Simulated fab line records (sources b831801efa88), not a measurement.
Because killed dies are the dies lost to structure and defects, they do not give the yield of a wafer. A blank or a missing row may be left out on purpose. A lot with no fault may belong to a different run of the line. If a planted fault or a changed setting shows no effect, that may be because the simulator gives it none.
Lot-split experiment    flow sky130    on a route of 708 steps: 5 lots, 27 wafers read

== THE SPLIT ITSELF ==
At SKY_METAL4_METAL_ETCH_18 (etches the open film in Cl2/BCl3, stops on SiO2, target depth 845 nm, time 183.1 s), the setting target depth a was moved away from the recipe's 8450 angstrom on 9 of the 27 wafers read, by -23.5% to +55.4%. The other wafers ran this setting at the recipe's value.

Split to reading: the file shows no intervening step.

== THE READING ==
oes product au, in a.u., at SKY_METAL4_STRIP_19 (strips in O2/N2). A value of 0.504 a.u. with a standard deviation of 0.0061 a.u. is what fault-free wafers of this fab line usually give.

wafer   tool, chamber at the split  target depth a as run, angstrom  against the recipe  oes product au, a.u.  against lot-mates on the recipe
L075.1  rie metal-04, 1             8450                             recipe              0.515                 -
L075.2  rie metal-04, 1             8450                             recipe              0.508                 -
L075.3  rie metal-04, 1             8450                             recipe              0.511                 -
L075.4  rie metal-04, 1             8450                             recipe              0.504                 -
L075.5  rie metal-04, 1             8450                             recipe              0.509                 -
L075.6  rie metal-04, 1             8450                             recipe              0.512                 -
L076.1  rie metal-04, 1             8450                             recipe              0.495                 -
L076.4  rie metal-04, 1             8450                             recipe              0.504                 -
L076.5  rie metal-04, 0             8450                             recipe              0.497                 -
L079.1  rie metal-03, 1             6467                             -23.5%              0.552                 +0.053
L079.2  rie metal-03, 0             8450                             recipe              0.498                 -
L079.3  rie metal-03, 1             6467                             -23.5%              0.556                 +0.057
L079.4  rie metal-03, 0             6467                             -23.5%              0.551                 +0.052
L079.5  rie metal-03, 0             8450                             recipe              0.498                 -
L079.6  rie metal-03, 1             8450                             recipe              0.500                 -
L081.1  rie metal-03, 0             13130                            +55.4%              0.371                 -0.134
L081.2  rie metal-03, 1             8450                             recipe              0.503                 -
L081.3  rie metal-03, 0             13130                            +55.4%              0.373                 -0.132
L081.4  rie metal-03, 1             8450                             recipe              0.507                 -
L081.5  rie metal-03, 0             13130                            +55.4%              0.368                 -0.137
L081.6  rie metal-03, 1             8450                             recipe              0.506                 -
L083.1  rie metal-03, 1             8450                             recipe              0.489                 -
L083.2  rie metal-03, 0             10530                            +24.6%              0.447                 -0.048
L083.3  rie metal-03, 1             8450                             recipe              0.502                 -
L083.4  rie metal-03, 0             8450                             recipe              0.495                 -
L083.5  rie metal-03, 0             10530                            +24.6%              0.434                 -0.061
L083.6  rie metal-03, 1             10530                            +24.6%              0.446                 -0.049

THE FIT
A straight line over all 27 wafers: oes product au changes by -0.00235 a.u. for each +1% of target depth a; r = -0.99; the points scatter about the line by 0.0064 a.u.
The same after taking each lot's own level away (the mean of its wafers on the recipe; 27 wafers): -0.00238 a.u. for each +1%; r = -1.00; scatter 0.0043 a.u.
According to that fit, moving target depth a by its largest amount changes the reading by 0.13 a.u.
The lots' own levels span 0.4953 to 0.5098 a.u., that is 2.4 times the standard deviation above.
The two slopes agree, so the slope changes little with the lot-to-lot level.
Check: with one of the wafers moved furthest among these (+55.4%) left out of the fit, the line predicts -0.131 a.u. for it against its lot-mates. It came out at -0.134 a.u. against them.
Tool readings at the split's step, against how far the setting was moved: oes product au r = -0.98.

== OTHER SPLITS APPLIED TO THESE WAFERS ==
Other splits were also applied to these wafers ahead of the reading. Each is held against what the fit with the lots' levels taken away leaves over:
other split on the same wafers        wafers away from the commonest value  r with oes product au (lot level and that fit taken away)
SKY_CAPM_SPUTTER_02 time s            12                                    +0.15
SKY_METAL3_DEVELOP_12 develop time s  9                                     -0.12

== THE WHOLE CHAIN: every reading that the file lists as answering this split, in the file's order ==
step                      what it does                                                                        reading                                                                              change (the file's fit)                    r (the file's)
SKY_METAL4_METAL_ETCH_18  etches the open film in Cl2/BCl3, stops on SiO2, target depth 845 nm, time 183.1 s  oes product au                                                                       -0.00344 a.u. for each +1% of the setting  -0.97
SKY_METAL4_METAL_ETCH_18  etches the open film in Cl2/BCl3, stops on SiO2, target depth 845 nm, time 183.1 s  KrF-thick_of_METAL4_COAT_08.thk nm (the simulator's own value, which no gauge read)  -5.53 nm for each +1% of the setting       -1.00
SKY_METAL4_METAL_ETCH_18  etches the open film in Cl2/BCl3, stops on SiO2, target depth 845 nm, time 183.1 s  METAL4.cd nm (the simulator's own value, which no gauge read)                        -0.548 nm for each +1% of the setting      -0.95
SKY_METAL4_STRIP_19       strips in O2/N2                                                                     oes product au                                                                       -0.00238 a.u. for each +1% of the setting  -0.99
SKY_METAL4_STRIP_19       strips in O2/N2                                                                     strip time to endpoint s                                                             withheld for each +1% of the setting       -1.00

== FILE'S OWN FIT ==
oes product au changes by -0.00238 a.u. for each +1% of target depth a, r = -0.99.
